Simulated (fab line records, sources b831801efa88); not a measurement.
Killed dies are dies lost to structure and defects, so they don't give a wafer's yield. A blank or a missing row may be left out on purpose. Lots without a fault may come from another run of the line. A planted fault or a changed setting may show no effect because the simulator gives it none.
Which tool did it? | flow sky130 | 24 lots, 72 wafers sampled, at 4 steps of a route of 708

WHAT THE GAUGES READ, wafer by wafer
SKY_VT_ADJUST_NCORE_OVL_MEAS_08. Usual: VT_ADJUST_NCORE_OVL 0.4 nm, standard deviation 1.4.
lot  | measured     | on         | VT_ADJUST_NCORE_OVL (nm) | flag
L074 | day 8 11:09  | overlay-02 | -0.4 -0.1 -0.5           |
L075 | day 8 23:07  | overlay-02 | 3.7 1.1 -0.7             |
L076 | day 9 06:57  | overlay-01 | 1.9 2.3 0.8              |
L077 | day 9 08:39  | overlay-02 | -2.0 -0.9 -2.8           |
L078 | day 9 14:58  | overlay-02 | -0.3 -1.4 -0.8           |
L079 | day 10 01:07 | overlay-02 | 1.4 -0.3 -0.9            |
L080 | day 10 09:57 | overlay-02 | -0.4 0.9 0.5             |
L081 | day 10 10:51 | overlay-02 | 0.1 0.4 1.6              |
L082 | day 10 18:18 | overlay-01 | -1.0 0.0 1.0             |
L083 | day 11 01:15 | overlay-02 | 0.3 -1.4 0.0             |
L084 | day 11 10:09 | overlay-02 | 1.6 2.1 2.5              |
L085 | day 11 15:07 | overlay-02 | 1.4 1.0 3.9              |
L086 | day 11 20:03 | overlay-02 | 2.1 1.1 2.3              |
L087 | day 12 04:21 | overlay-02 | 0.3 -0.1 0.9             |
L088 | day 12 13:04 | overlay-02 | 1.7 1.8 3.3              |
L089 | day 12 19:33 | overlay-02 | -0.8 0.3 0.0             |
L090 | day 13 02:37 | overlay-02 | -0.7 -1.1 -1.1           |
L091 | day 13 19:28 | overlay-01 | -0.5 0.2 1.1             |
L092 | day 14 00:42 | overlay-01 | 0.3 0.1 0.2              |
L093 | day 14 14:01 | overlay-02 | 0.1 -0.2 0.3             |
L094 | day 14 18:28 | overlay-01 | 2.2 1.4 2.4              |
L095 | day 14 19:43 | overlay-02 | -2.0 -1.9 -1.6           |
L096 | day 15 01:22 | overlay-02 | -0.9 1.2 -0.1            |
L097 | day 15 13:46 | overlay-01 | 1.0 0.7 1.8              |

SKY_SONOS_ONO_OVL_MEAS_14. Usual: SONOS_ONO_OVL 0.9 nm, standard deviation 1.6.
lot  | measured     | on         | SONOS_ONO_OVL (nm) | flag
L074 | day 12 12:36 | overlay-01 | 1.5 2.7 1.5        |
L075 | day 12 22:07 | overlay-02 | 0.1 1.7 1.0        |
L076 | day 13 11:30 | overlay-02 | -2.2 -0.4 -1.3     |
L077 | day 13 14:43 | overlay-02 | 1.1 -0.1 0.4       |
L078 | day 13 20:24 | overlay-01 | -0.4 -0.8 -0.9     |
L079 | day 14 05:39 | overlay-02 | -1.3 -1.9 -1.8     |
L080 | day 14 16:42 | overlay-02 | 2.9 3.0 2.9        |
L081 | day 14 20:58 | overlay-01 | -2.7 0.0 -0.8      |
L082 | day 15 04:30 | overlay-02 | 1.5 0.8 2.6        |
L083 | day 15 13:27 | overlay-02 | 3.2 3.3 2.9        |
L084 | day 15 21:54 | overlay-02 | 4.2 2.3 2.0        |
L085 | day 16 04:31 | overlay-01 | -0.8 1.9 1.0       |
L086 | day 16 11:19 | overlay-02 | 3.4 5.4 4.9        |
L087 | day 16 20:12 | overlay-02 | 0.6 -0.6 1.2       |
L088 | day 17 05:20 | overlay-01 | 0.9 -0.3 -2.1      |
L089 | day 17 12:19 | overlay-02 | 0.9 1.4 1.8        |
L090 | day 18 13:55 | overlay-01 | -0.7 0.9 -1.3      |
L091 | day 18 19:37 | overlay-01 | 0.6 0.3 0.4        |
L092 | day 19 01:28 | overlay-01 | 0.1 0.2 0.6        |
L093 | day 19 15:26 | overlay-01 | 2.5 1.4 2.0        |
L094 | day 19 16:39 | overlay-01 | 0.9 -0.5 0.6       |
L095 | day 19 20:49 | overlay-02 | -0.5 1.2 -0.2      |
L096 | day 20 03:39 | overlay-01 | 1.7 3.8 1.2        |
L097 | day 20 16:15 | overlay-02 | 0.1 -0.1 0.3       |

SKY_CONTACT_CD_MEAS_14: target cd 170 nm. Usual: cd_nm 169.9 nm, standard deviation 1.5.
lot  | measured     | on        | cd_nm (nm)        | flag
L074 | day 31 10:48 | cd_sem-02 | 169.2 169.8 169.0 |
L075 | day 31 19:18 | cd_sem-02 | 169.1 168.3 168.3 |
L076 | day 32 11:34 | cd_sem-01 | 168.8 168.2 169.4 |
L077 | day 32 15:30 | cd_sem-02 | 172.2 172.1 171.8 |
L078 | day 33 08:50 | cd_sem-02 | 169.0 168.1 168.8 |
L079 | day 33 10:33 | cd_sem-02 | 167.0 169.4 168.2 |
L080 | day 33 17:39 | cd_sem-02 | 169.0 168.5 169.1 |
L081 | day 33 20:03 | cd_sem-01 | 170.3 168.5 168.9 |
L082 | day 34 03:42 | cd_sem-02 | 171.9 171.7 170.7 |
L083 | day 34 09:15 | cd_sem-01 | 170.7 170.8 171.0 |
L084 | day 34 13:59 | cd_sem-01 | 169.1 167.0 166.6 |
L085 | day 35 01:48 | cd_sem-01 | 168.8 170.3 169.4 |
L086 | day 35 07:06 | cd_sem-02 | 170.1 169.2 171.4 |
L087 | day 35 12:55 | cd_sem-01 | 171.3 172.1 171.1 |
L088 | day 35 23:22 | cd_sem-02 | 168.1 168.2 168.7 |
L089 | day 36 04:49 | cd_sem-01 | 169.3 170.3 170.5 |
L090 | day 37 03:55 | cd_sem-01 | 170.7 171.3 172.0 |
L091 | day 37 18:45 | cd_sem-02 | 169.1 170.5 171.0 |
L092 | day 37 16:30 | cd_sem-01 | 168.1 167.8 168.6 |
L093 | day 38 00:48 | cd_sem-01 | 169.0 168.5 169.3 |
L094 | day 37 21:52 | cd_sem-02 | 169.6 169.6 169.6 |
L095 | day 38 04:25 | cd_sem-01 | 171.1 171.5 171.0 |
L096 | day 38 09:05 | cd_sem-02 | 169.6 170.3 168.0 |
L097 | day 38 19:52 | cd_sem-02 | 171.6 172.0 172.2 |

WHICH TOOL RAN EACH LOT (tool, then ch and the chambers of the sampled wafers, then the start)
lot  | SKY_FIELD_ISO_STRIP_16
L074 | plasma_asher-01 ch 0,1, day 2 04:32
L075 | plasma_asher-01 ch 0,1, day 2 10:07
L076 | plasma_asher-04 ch 0, day 2 16:32
L077 | plasma_asher-03 ch 0,1, day 2 20:27
L078 | plasma_asher-01 ch 0,1, day 3 01:30
L079 | plasma_asher-04 ch 0,1, day 3 08:43
L080 | plasma_asher-04 ch 0, day 3 13:38
L081 | plasma_asher-03 ch 0,1, day 3 17:11
L082 | plasma_asher-01 ch 0,1, day 3 23:25
L083 | plasma_asher-01 ch 0,1, day 4 03:10
L084 | plasma_asher-03 ch 0,1, day 4 08:05
L085 | plasma_asher-04 ch 0,1, day 4 14:29
L086 | plasma_asher-03 ch 1, day 4 20:00
L087 | plasma_asher-01 ch 0,1, day 5 01:20
L088 | plasma_asher-01 ch 0,1, day 5 05:25
L089 | plasma_asher-04 ch 0,1, day 5 12:09
L090 | plasma_asher-03 ch 0,1, day 5 15:53
L091 | plasma_asher-03 ch 0,1, day 5 22:13
L092 | plasma_asher-01 ch 0,1, day 6 02:34
L093 | plasma_asher-01 ch 0,1, day 6 08:04
L094 | plasma_asher-04 ch 0,1, day 6 12:49
L095 | plasma_asher-04 ch 0,1, day 6 17:29
L096 | plasma_asher-01 ch 0,1, day 6 22:36
L097 | plasma_asher-04 ch 0,1, day 7 07:00
- SKY_FIELD_ISO_STRIP_16: strips in O2/N2.

WHAT THE TOOLS THEMSELVES READ (means of the sampled wafers that have a number; where no wafer has one, the mark that the record gives instead)
SKY_FIELD_ISO_STRIP_16. Usual: drypump_motor_current_A 5.64 A, standard deviation 0.28; oes_product_au 0.379 a.u., standard deviation 0.005; strip_time_to_endpoint_s 3.55 s, standard deviation 0.041.
lot  | tool            | drypump_motor_current_A (A) | oes_product_au (a.u.) | strip_time_to_endpoint_s (s) | flag
L074 | plasma_asher-01 | 5.42                        | 0.372                 | 3.53                         |
L075 | plasma_asher-01 | 5.46                        | 0.373                 | 3.56                         |
L076 | plasma_asher-04 | 6.10                        | 0.377                 | 3.52                         |
L077 | plasma_asher-03 | 5.45                        | 0.382                 | 3.56                         |
L078 | plasma_asher-01 | 5.51                        | 0.379                 | 3.55                         |
L079 | plasma_asher-04 | 5.97                        | 0.378                 | 3.53                         |
L080 | plasma_asher-04 | 6.10                        | 0.380                 | 3.55                         |
L081 | plasma_asher-03 | 5.45                        | 0.376                 | 3.54                         |
L082 | plasma_asher-01 | 5.53                        | 0.380                 | 3.51                         |
L083 | plasma_asher-01 | 5.50                        | 0.379                 | 3.55                         |
L084 | plasma_asher-03 | 5.45                        | 0.382                 | 3.53                         |
L085 | plasma_asher-04 | 5.84                        | 0.378                 | 3.57                         |
L086 | plasma_asher-03 | 5.91                        | 0.381                 | 3.58                         |
L087 | plasma_asher-01 | 5.46                        | 0.375                 | 3.52                         |
L088 | plasma_asher-01 | 5.49                        | 0.381                 | 3.58                         |
L089 | plasma_asher-04 | 5.81                        | 0.379                 | 3.59                         |
L090 | plasma_asher-03 | 5.44                        | 0.379                 | 3.59                         |
L091 | plasma_asher-03 | 5.44                        | 0.379                 | 3.53                         |
L092 | plasma_asher-01 | 5.49                        | 0.383                 | 3.55                         |
L093 | plasma_asher-01 | 5.49                        | 0.376                 | 3.55                         |
L094 | plasma_asher-04 | 5.83                        | 0.381                 | 3.54                         |
L095 | plasma_asher-04 | 5.97                        | 0.378                 | 3.53                         |
L096 | plasma_asher-01 | 5.50                        | 0.384                 | 3.55                         |
L097 | plasma_asher-04 | 5.82                        | 0.378                 | 3.58                         |

THE ANSWER, worked out from the rows above alone
Rule: a lot is off if the mean of its wafers that have a number lies more than 3 standard deviations from the usual mean. A lot without any number at a reading at which 4 lots or more have one is off too. The other lots that the step has rows for count as sound. The gauges are gone through in route order, then the tools' own readings, and for those a lot's mean is taken as printed above. The first step at which some lot is off is used, and at that step the reading that is off furthest; a lot without a number counts as furthest.
No lot is off at any reading shown: from this, nothing can be told.

WHAT THE SIMULATOR HAD PUT IN
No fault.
